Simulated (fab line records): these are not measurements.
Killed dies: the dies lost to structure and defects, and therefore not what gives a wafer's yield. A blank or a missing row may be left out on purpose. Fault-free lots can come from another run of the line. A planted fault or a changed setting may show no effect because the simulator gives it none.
fab line records ; flow sky130
record lots=12; wafers=34; last-day=50
route steps=708 shown VT_ADJUST_LVTN@107 GATE_OXIDE@188 PAD_OPEN@708
lots untouched by any fault: they come from a run of this same line in which no faults occurred
start-h: hours from the record's first day to the start of the lot's first wafer shown ; wait-h: how many hours have passed since the lot's step before this one ; " unchanged from the row above ; L1.1+2: several wafers, shown together as one row ; - no value, or no start given ; * or withheld: withheld ; < > ~ a bound
route shown NAME@n: NAME is a module with steps in the file, n the number in the route of the first one ; usual: mean/standard deviation taken from wafers without a fault ; same: alike in all rows ; chamber/n: place in a boat ; sites: each site's reading ; _std_site: the values' standard deviation ; _edge_site: the outer-site mean with the inner-site mean subtracted ; radius-mm: how far each site lies from the wafer's centre ; mask NAME#n: copy n ; behind: the most recent tool/chamber to have shaped the wafer ; hold: reason for holding the lot/hours on hold/outcome of the hold ; device: the n, p or np transistor that did not switch ; end of line: tests run on the same wafers once the route is complete ; a step given without rows: its recipe and nothing more ; killed: dies lost to structure and defects at the first sort, not the wafer's yield ; map: a wafer's dies, marking killed ones x, the rest . and places with no die _
set.NAME: the setting the step ran with; set.NAME@STEP: the setting that earlier step ran with ; model.NAME: the simulator's own value behind a step, which no gauge read
one table for each step of the route and one row for each wafer, over a sample of lots
services: from which hour (start-h, from the record's first day; less than 0 if before it) a tool's chamber was out of use, for how many hours, and why
## steps
# step SKY_VT_ADJUST_LVTN_TW_MEAS_10
# usual VT_ADJUST_LVTN_TW=241.3/2.6
lot.wafer;tool;chamber;start-h;wait-h;VT_ADJUST_LVTN_TW
L323.1;film-metro-04;-;151.97;0.1;244.6
L323.4;film-metro-04;-;151.97;0.1;243.5
L323.6;film-metro-04;-;151.97;0.1;244.1
L324.2;film-metro-04;-;159.06;0.1;245.2
L324.4;film-metro-04;-;159.06;0.1;244.3
L324.5;film-metro-04;-;159.06;0.1;243.1
L325.1;film-metro-03;-;161.43;0.1;241.3
L325.2;film-metro-03;-;161.43;0.1;239.8
L325.6;film-metro-03;-;161.43;0.1;242.6
L330.1;film-metro-04;-;190.63;0.1;244.2
L330.3;film-metro-04;-;190.63;0.1;245.5
L330.5;film-metro-04;-;190.63;0.1;246.0
L331.1;film-metro-03;-;199.77;0.1;240.9
L331.5;film-metro-03;-;199.77;0.1;240.9
L335.4;film-metro-03;-;226.51;0.1;241.2
L335.5;film-metro-03;-;226.51;0.1;241.7
L335.6;film-metro-03;-;226.51;0.1;239.5
L336.1;film-metro-04;-;235.62;0.1;244.0
L336.2;film-metro-04;-;235.62;0.1;245.4
L336.6;film-metro-04;-;235.62;0.1;245.6
L341.1;film-metro-03;-;271.73;0.1;241.6
L341.3;film-metro-03;-;271.73;0.1;239.8
L341.5;film-metro-03;-;271.73;0.1;240.8
L342.2;film-metro-03;-;280.01;0.1;240.5
L342.3;film-metro-03;-;280.01;0.1;241.2
L342.5;film-metro-03;-;280.01;0.1;240.3
L344.1;film-metro-01;-;286.22;0.1;239.8
L344.2;film-metro-01;-;286.22;0.1;237.9
L344.4;film-metro-01;-;286.22;0.1;238.6
L345.1;film-metro-01;-;293.80;0.1;237.7
L345.2;film-metro-01;-;293.80;0.1;237.8
L345.4;film-metro-01;-;293.80;0.1;237.8
L346.3;film-metro-04;-;299.14;0.1;245.4
L346.5;film-metro-04;-;299.14;0.1;245.5
# step SKY_VT_ADJUST_LVTN_OVL_MEAS_18
# usual VT_ADJUST_LVTN_01_OVL=0.6/1.5
lot.wafer;tool;chamber;start-h;wait-h;VT_ADJUST_LVTN_01_OVL[nm]
L323.1;overlay-01;-;172.75;0.1;0.7
L323.4;overlay-01;-;172.75;0.1;1.2
L323.6;overlay-01;-;172.75;0.1;-0.2
L324.2;overlay-01;-;179.72;0.1;1.4
L324.4;overlay-01;-;179.72;0.1;2.9
L324.5;overlay-01;-;179.72;0.1;2.0
L325.1;overlay-01;-;181.80;0.1;0.0
L325.2;overlay-01;-;181.80;0.1;1.2
L325.6;overlay-01;-;181.80;0.1;0.3
L330.1;overlay-01;-;212.88;0.1;-0.9
L330.3;overlay-01;-;212.88;0.1;0.7
L330.5;overlay-01;-;212.88;0.1;2.2
L331.1;overlay-02;-;222.56;0.1;-0.5
L331.5;overlay-02;-;222.56;0.1;-1.5
L335.4;overlay-02;-;250.72;0.1;-0.6
L335.5;overlay-02;-;250.72;0.1;-0.3
L335.6;overlay-02;-;250.72;0.1;-1.0
L336.1;overlay-01;-;260.08;0.1;0.3
L336.2;overlay-01;-;260.08;0.1;-1.4
L336.6;overlay-01;-;260.08;0.1;0.1
L341.1;overlay-02;-;297.80;0.1;2.7
L341.3;overlay-02;-;297.80;0.1;3.3
L341.5;overlay-02;-;297.80;0.1;1.2
L342.2;overlay-02;-;306.84;0.1;0.1
L342.3;overlay-02;-;306.84;0.1;2.0
L342.5;overlay-02;-;306.84;0.1;1.1
L344.1;overlay-01;-;312.11;0.1;2.4
L344.2;overlay-01;-;312.11;0.1;0.1
L344.4;overlay-01;-;312.11;0.1;0.1
L345.1;overlay-02;-;320.21;0.1;-0.5
L345.2;overlay-02;-;320.21;0.1;0.1
L345.4;overlay-02;-;320.21;0.1;0.0
L346.3;overlay-02;-;323.36;0.1;0.7
L346.5;overlay-02;-;323.36;0.1;1.2
# step SKY_VT_ADJUST_LVTN_TW_MEAS_21
# usual VT_ADJUST_LVTN_2_TW=188.0/2
lot.wafer;tool;chamber;start-h;wait-h;VT_ADJUST_LVTN_2_TW
L323.1;film-metro-04;-;173.03;0.1;191.4
L323.4;film-metro-04;-;173.03;0.1;190.7
L323.6;film-metro-04;-;173.03;0.1;191.2
L324.2;film-metro-01;-;180.01;0.1;186.2
L324.4;film-metro-01;-;180.01;0.1;185.9
L324.5;film-metro-01;-;180.01;0.1;186.3
L325.1;film-metro-03;-;182.08;0.1;186.8
L325.2;film-metro-03;-;182.08;0.1;187.1
L325.6;film-metro-03;-;182.08;0.1;187.5
L330.1;film-metro-01;-;213.17;0.1;185.8
L330.3;film-metro-01;-;213.17;0.1;186.4
L330.5;film-metro-01;-;213.17;0.1;185.7
L331.1;film-metro-01;-;222.85;0.1;187.0
L331.5;film-metro-01;-;222.85;0.1;186.2
L335.4;film-metro-01;-;251.01;0.1;186.2
L335.5;film-metro-01;-;251.01;0.1;185.8
L335.6;film-metro-01;-;251.01;0.1;185.4
L336.1;film-metro-04;-;260.37;0.1;190.2
L336.2;film-metro-04;-;260.37;0.1;188.8
L336.6;film-metro-04;-;260.37;0.1;189.3
L341.1;film-metro-03;-;298.08;0.1;188.5
L341.3;film-metro-03;-;298.08;0.1;188.8
L341.5;film-metro-03;-;298.08;0.1;188.6
L342.2;film-metro-03;-;307.13;0.1;189.0
L342.3;film-metro-03;-;307.13;0.1;188.1
L342.5;film-metro-03;-;307.13;0.1;188.5
L344.1;film-metro-03;-;312.40;0.1;188.3
L344.2;film-metro-03;-;312.40;0.1;187.9
L344.4;film-metro-03;-;312.40;0.1;188.5
L345.1;film-metro-04;-;320.50;0.1;190.1
L345.2;film-metro-04;-;320.50;0.1;191.2
L345.4;film-metro-04;-;320.50;0.1;191.2
L346.3;film-metro-01;-;323.65;0.1;185.2
L346.5;film-metro-01;-;323.65;0.1;184.5
# step SKY_GATE_OXIDE_OXIDATION_01
# recipe temp-c=900; ambient=O2; stabilise-s=600; purge-s=300; target-thk-a=102.68; ox-time-s=1473
# usual spike-tc-bottom-C=918.0/1.4; spike-tc-centre-C=900.6/1.7; spike-tc-lower-C=899.6/1.4; spike-tc-top-C=913.1/1.4; spike-tc-upper-C=899.1/1; tube-center-temp-C=900/0.081; tube_center_temp_C_max=902.4/0.37
lot.wafer;tool;chamber;start-h;wait-h;spike-tc-bottom-C;spike-tc-centre-C;spike-tc-lower-C;spike-tc-top-C;spike-tc-upper-C;tube-center-temp-C;tube_center_temp_C_max
L323.1;furnace-02;0;303.22;2.0;920.1;898.2;900.3;912.0;899.6;900.03;902.2
L323.4;furnace-02;0;303.22;2.0;919.4;899.6;902.4;910.5;898.4;899.91;902.5
L323.6;furnace-02;0;303.22;2.0;919.8;901.5;900.6;911.2;900.2;900.15;902.8
L324.2;furnace-02;0;311.29;2.1;920.5;897.1;900.9;912.7;898.8;899.93;902.5
L324.4;furnace-02;0;311.29;2.1;918.7;900.5;900.6;911.2;897.7;899.99;903.5
L324.5;furnace-02;0;311.29;2.1;918.9;900.4;900.7;911.8;900.1;899.96;902.1
L325.1;furnace-02;0;311.29;1.3;918.4;898.4;900.1;912.8;899.7;900.05;902.1
L325.2;furnace-02;0;311.29;1.3;919.7;901.0;900.0;912.6;899.5;900.14;902.3
L325.6;furnace-02;0;311.29;1.3;919.3;901.2;900.5;912.0;898.3;900.07;902.7
L330.1;furnace-02;0;350.28;1.0;919.2;898.8;899.5;911.3;896.9;900.07;902.0
L330.3;furnace-02;0;350.28;1.0;919.5;898.1;901.9;911.3;900.0;899.97;901.9
L330.5;furnace-02;0;350.28;1.0;920.4;899.9;901.5;913.1;899.0;899.89;902.4
L331.1;furnace-01;0;359.43;0.6;918.2;900.8;899.9;912.6;898.3;899.99;902.1
L331.5;furnace-01;0;359.43;0.6;917.6;902.2;899.1;914.7;899.4;899.97;902.4
L335.4;furnace-02;0;392.54;0.5;894.5;873.2;877.7;888.8;875.4;875.86;878.2
L335.5;furnace-02;0;392.54;0.5;894.9;875.1;877.1;887.6;874.8;875.81;878.4
L335.6;furnace-02;0;392.54;0.5;894.4;873.2;877.5;889.2;874.2;875.76;878.1
L336.1;furnace-02;0;403.81;0.0;895.6;875.1;875.6;889.6;873.2;875.74;878.1
L336.2;furnace-02;0;403.81;0.0;896.7;875.7;875.5;887.5;874.6;875.66;877.9
L336.6;furnace-02;0;403.81;0.0;896.1;874.8;877.1;886.4;873.3;875.75;877.7
L341.1;furnace-01;0;445.75;0.0;918.9;900.7;899.1;913.5;899.7;899.96;902.3
L341.3;furnace-01;0;445.75;0.0;917.7;902.2;898.9;914.1;900.7;899.96;902.3
L341.5;furnace-01;0;445.75;0.0;916.2;900.9;899.1;913.7;898.9;899.94;902.0
L342.2;furnace-01;0;458.84;0.0;916.1;902.5;898.0;913.3;898.7;900.06;902.3
L342.3;furnace-01;0;458.84;0.0;917.7;901.5;898.6;914.0;898.5;900.05;902.8
L342.5;furnace-01;0;458.84;0.0;915.1;900.7;899.9;913.2;898.4;899.9;902.4
L344.1;furnace-01;0;464.64;0.0;917.6;902.3;899.0;912.9;899.7;900.09;902.3
L344.2;furnace-01;0;464.64;0.0;917.0;901.1;897.8;911.6;897.6;899.99;902.8
L344.4;furnace-01;0;464.64;0.0;917.4;902.0;899.1;912.2;899.0;900.1;901.8
L345.1;furnace-02;0;474.78;0.9;920.4;898.3;899.7;912.5;896.6;900.05;902.1
L345.2;furnace-02;0;474.78;0.9;921.2;900.4;900.6;911.8;899.2;900;902.1
L345.4;furnace-02;0;474.78;0.9;919.3;899.1;901.5;911.1;898.2;899.97;902.6
L346.3;furnace-01;0;477.30;0.0;916.6;900.9;898.8;913.2;899.0;900.01;901.7
L346.5;furnace-01;0;477.30;0.0;916.4;899.7;898.5;913.5;899.6;900;902.4
# step SKY_GATE_OXIDE_THK_MEAS_02
# recipe reads=SiO2_of_GATE_OXIDE_OXIDATION_01
# usual GATE_OXIDE_OXIDATION_00_THK=10.27/0.2
lot.wafer;tool;chamber;start-h;wait-h;hold;GATE_OXIDE_OXIDATION_00_THK[nm]
L323.1;film-metro-04;-;304.63;0.0;-;10.26
L323.4;film-metro-04;-;304.63;0.0;-;10.36
L323.6;film-metro-04;-;304.63;0.0;-;10.37
L325.1;film-metro-03;-;312.70;0.0;-;10.15
L325.2;film-metro-03;-;312.70;0.0;-;10.43
L325.6;film-metro-03;-;312.70;0.0;-;10.45
L324.2;film-metro-04;-;312.71;0.0;-;10.11
L324.4;film-metro-04;-;312.71;0.0;-;10.29
L324.5;film-metro-04;-;312.71;0.0;-;10.24
L330.1;film-metro-03;-;351.69;0.0;-;10.61
L330.3;film-metro-03;-;351.69;0.0;-;10.61
L330.5;film-metro-03;-;351.69;0.0;-;10.54
L331.1;film-metro-03;-;360.84;0.0;-;10.51
L331.5;film-metro-03;-;360.84;0.0;-;10.55
L335.4;film-metro-02;-;393.98;0.0;await-dispo/0.2h/release;7.65
L335.5;film-metro-02;-;393.98;0.0;await-dispo/0.2h/release;7.63
L335.6;film-metro-02;-;393.98;0.0;await-dispo/0.2h/release;7.68
L335.4;film-metro-02;-;394.20;0.2;-;7.59
L335.5;film-metro-02;-;394.20;0.2;-;7.62
L335.6;film-metro-02;-;394.20;0.2;-;7.84
L336.1;film-metro-04;-;405.22;0.0;await-dispo/0.2h/release;7.66
L336.2;film-metro-04;-;405.22;0.0;await-dispo/0.2h/release;7.74
L336.6;film-metro-04;-;405.22;0.0;await-dispo/0.2h/release;7.67
L336.1;film-metro-04;-;405.45;0.2;-;7.64
L336.2;film-metro-04;-;405.45;0.2;-;7.71
L336.6;film-metro-04;-;405.45;0.2;-;7.65
L341.1;film-metro-03;-;447.16;0.0;-;10.03
L341.3;film-metro-03;-;447.16;0.0;-;10.12
L341.5;film-metro-03;-;447.16;0.0;-;10.09
L342.2;film-metro-04;-;460.26;0.0;-;10.48
L342.3;film-metro-04;-;460.26;0.0;-;10.41
L342.5;film-metro-04;-;460.26;0.0;-;10.48
L344.1;film-metro-04;-;466.04;0.0;-;10.51
L344.2;film-metro-04;-;466.04;0.0;-;10.40
L344.4;film-metro-04;-;466.04;0.0;-;10.43
L345.1;film-metro-02;-;476.19;0.0;-;10.31
L345.2;film-metro-02;-;476.19;0.0;-;10.36
L345.4;film-metro-02;-;476.19;0.0;-;10.40
L346.3;film-metro-03;-;478.73;0.0;-;10.31
L346.5;film-metro-03;-;478.73;0.0;-;10.27
# step SKY_PAD_OPEN_PROBE_99
# usual killed_at_M0_to_M3=44/6.3; killed_at_M4_up=3.1/1.8; killed-at-contacts=25/5.1; killed-at-front-end=15/4.1; killed-at-other=0.3/0.71; killed-dies=87/8.8; killed-open=47/6.8; killed-short=40/6.7
# same gross-dies=492; killed-at-back-side=0
lot.wafer;tool;chamber;start-h;wait-h;killed_at_M0_to_M3;killed_at_M4_up;killed-at-contacts;killed-at-front-end;killed-at-other;killed-dies;killed-open;killed-short
L324.2;prober-02;-;1098.76;0.1;44;3;27;19;0;93;50;43
L324.4;prober-02;-;1098.86;0.2;42;2;26;17;0;87;47;40
L324.5;prober-02;-;1098.91;0.2;46;4;20;14;0;84;45;39
L331.1;prober-01;-;1136.65;0.1;49;2;25;21;0;97;44;53
L331.5;prober-01;-;1136.85;0.2;51;2;22;23;1;99;58;40
L335.4;prober-02;-;1155.00;0.2;38;2;22;15;0;77;51;26
L335.5;prober-02;-;1155.05;0.2;50;2;37;14;0;103;52;51
L335.6;prober-02;-;1155.10;0.2;43;5;31;11;1;91;43;48
L341.1;prober-02;-;1186.05;0.1;50;2;32;19;0;103;53;46
L341.3;prober-02;-;1186.15;0.2;43;3;18;16;0;80;55;25
L341.5;prober-02;-;1186.25;0.2;49;4;28;16;0;97;58;39
L346.3;prober-01;-;1202.84;0.2;33;6;27;15;0;81;44;37
L346.5;prober-01;-;1202.94;0.2;41;6;40;14;2;103;59;42
# killed by level:class
L324.2 LI_CONTACT:geometric-particle:open=12 FIELD_ISO:geometric-particle:short=10 METAL2:geometric-particle:short=9 VIA2:geometric-particle:open=8 VIA1:geometric-particle:open=7 VIA3:geometric-particle:open=7 CONTACT:geometric-particle:open=6 LOCAL_INTERCONNECT:geometric-particle:short=5
L324.4 VIA1:geometric-particle:open=10 LI_CONTACT:geometric-particle:open=7 CONTACT:geometric-particle:open=6 METAL2:geometric-particle:short=5 VIA3:geometric-particle:open=5 FIELD_ISO:geometric-particle:open=4 POLY_GATE:geometric-particle:short=4 POLY_GATE:geometric-particle:open=4
L324.5 VIA1:geometric-particle:open=11 METAL2:geometric-particle:short=8 VIA3:geometric-particle:open=6 METAL1:geometric-particle:short=6 LI_CONTACT:geometric-particle:open=5 CONTACT:geometric-particle:open=5 FIELD_ISO:geometric-particle:open=4 POLY_GATE:geometric-particle:open=4
L331.1 CONTACT:geometric-particle:short=8 VIA1:geometric-particle:open=8 VIA3:geometric-particle:short=8 CONTACT:geometric-particle:open=7 VIA3:geometric-particle:open=7 POLY_GATE:geometric-particle:open=6 METAL1:geometric-particle:short=6 VIA1:geometric-particle:short=5
L331.5 VIA1:geometric-particle:open=10 POLY_GATE:geometric-particle:open=9 CONTACT:geometric-particle:open=8 METAL2:geometric-particle:short=7 VIA2:geometric-particle:open=7 LI_CONTACT:geometric-particle:open=6 METAL1:geometric-particle:short=6 VIA3:geometric-particle:open=6
L335.4 VIA1:geometric-particle:open=13 CONTACT:geometric-particle:open=9 LI_CONTACT:geometric-particle:open=8 VIA2:geometric-particle:open=7 FIELD_ISO:geometric-particle:short=6 VIA1:geometric-particle:short=6 FIELD_ISO:geometric-particle:open=5 METAL2:geometric-particle:short=3
L335.5 CONTACT:geometric-particle:open=11 LI_CONTACT:geometric-particle:open=9 LOCAL_INTERCONNECT:geometric-particle:short=9 VIA1:geometric-particle:short=9 VIA1:geometric-particle:open=9 VIA2:geometric-particle:open=7 CONTACT:geometric-particle:short=6 FIELD_ISO:geometric-particle:short=5
L335.6 VIA1:geometric-particle:open=11 CONTACT:geometric-particle:open=10 METAL1:geometric-particle:short=9 LI_CONTACT:geometric-particle:short=6 LOCAL_INTERCONNECT:geometric-particle:short=5 METAL2:geometric-particle:short=5 FIELD_ISO:geometric-particle:open=4 CONTACT:geometric-particle:short=4
L341.1 CONTACT:geometric-particle:open=13 VIA1:geometric-particle:open=13 CONTACT:geometric-particle:short=10 VIA2:geometric-particle:open=7 LI_CONTACT:geometric-particle:open=5 VIA3:geometric-particle:open=5 METAL1:geometric-particle:short=5 VIA3:geometric-particle:short=5
L341.3 VIA1:geometric-particle:open=12 VIA3:geometric-particle:open=11 CONTACT:geometric-particle:open=7 VIA2:geometric-particle:open=6 LI_CONTACT:geometric-particle:open=5 POLY_GATE:geometric-particle:short=4 POLY_GATE:geometric-particle:open=4 FIELD_ISO:geometric-particle:open=3
L341.5 VIA1:geometric-particle:open=13 LI_CONTACT:geometric-particle:open=11 CONTACT:geometric-particle:open=8 VIA2:geometric-particle:open=6 VIA3:geometric-particle:open=6 METAL1:geometric-particle:short=5 METAL2:geometric-particle:short=5 FIELD_ISO:geometric-particle:short=4
L346.3 CONTACT:geometric-particle:open=11 VIA3:geometric-particle:open=10 POLY_GATE:geometric-particle:short=6 CONTACT:geometric-particle:short=6 METAL1:geometric-particle:short=6 VIA2:geometric-particle:open=6 METAL4:geometric-particle:short=4 LI_CONTACT:geometric-particle:open=4
L346.5 CONTACT:geometric-particle:open=18 LI_CONTACT:geometric-particle:open=9 VIA1:geometric-particle:open=9 METAL2:geometric-particle:short=7 METAL4:geometric-particle:short=6 LOCAL_INTERCONNECT:geometric-particle:short=5 VIA3:geometric-particle:open=5 FIELD_ISO:geometric-particle:open=4
## services
tool;chamber;start-h;hours;kind
furnace-02;-;368.31;3.7;pm
furnace-01;-;377.77;2.9;pm
furnace-01;-;434.29;4.1;pm
furnace-02;-;468.54;3.8;pm
## key
first-sign step=SKY_GATE_OXIDE_OXIDATION_01; reading=tube-center-temp-C; direction=down; sigmas=99+; usual=*; struck=*
effect step=SKY_GATE_OXIDE_OXIDATION_01; reading=tube_center_temp_C_max; direction=down; sigmas=65; usual=*; struck=*
effect step=SKY_GATE_OXIDE_THK_MEAS_02; reading=visit; direction=added
effect step=SKY_GATE_OXIDE_THK_MEAS_02; reading=GATE_OXIDE_OXIDATION_00_THK; direction=down; sigmas=13; usual=10.27; struck=7.67
met-at SKY_GATE_OXIDE_OXIDATION_01
struck-lots L335,L336
tester-left-out L335,L336
not-acting-at SKY_VT_ADJUST_LVTN_TW_MEAS_10,SKY_VT_ADJUST_LVTN_OVL_MEAS_18,SKY_VT_ADJUST_LVTN_TW_MEAS_21
onset-between 350.28 392.54
fault kind=process-parameter-drift; tool=furnace-02; chamber=-; onset-h=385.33; steps=SKY_GATE_OXIDE_OXIDATION_01; channel=temp-c; offset=*; shape=step; end-h=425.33; acts-in=*; stated=*
# tester-left-out: of these lots the tester's yield and bins aren't shown, on N5 and GAA mostly nor the transistor test; their killed dies are dies lost to structure and defects alone, not to doping, threshold or leakage, so they don't give the yield
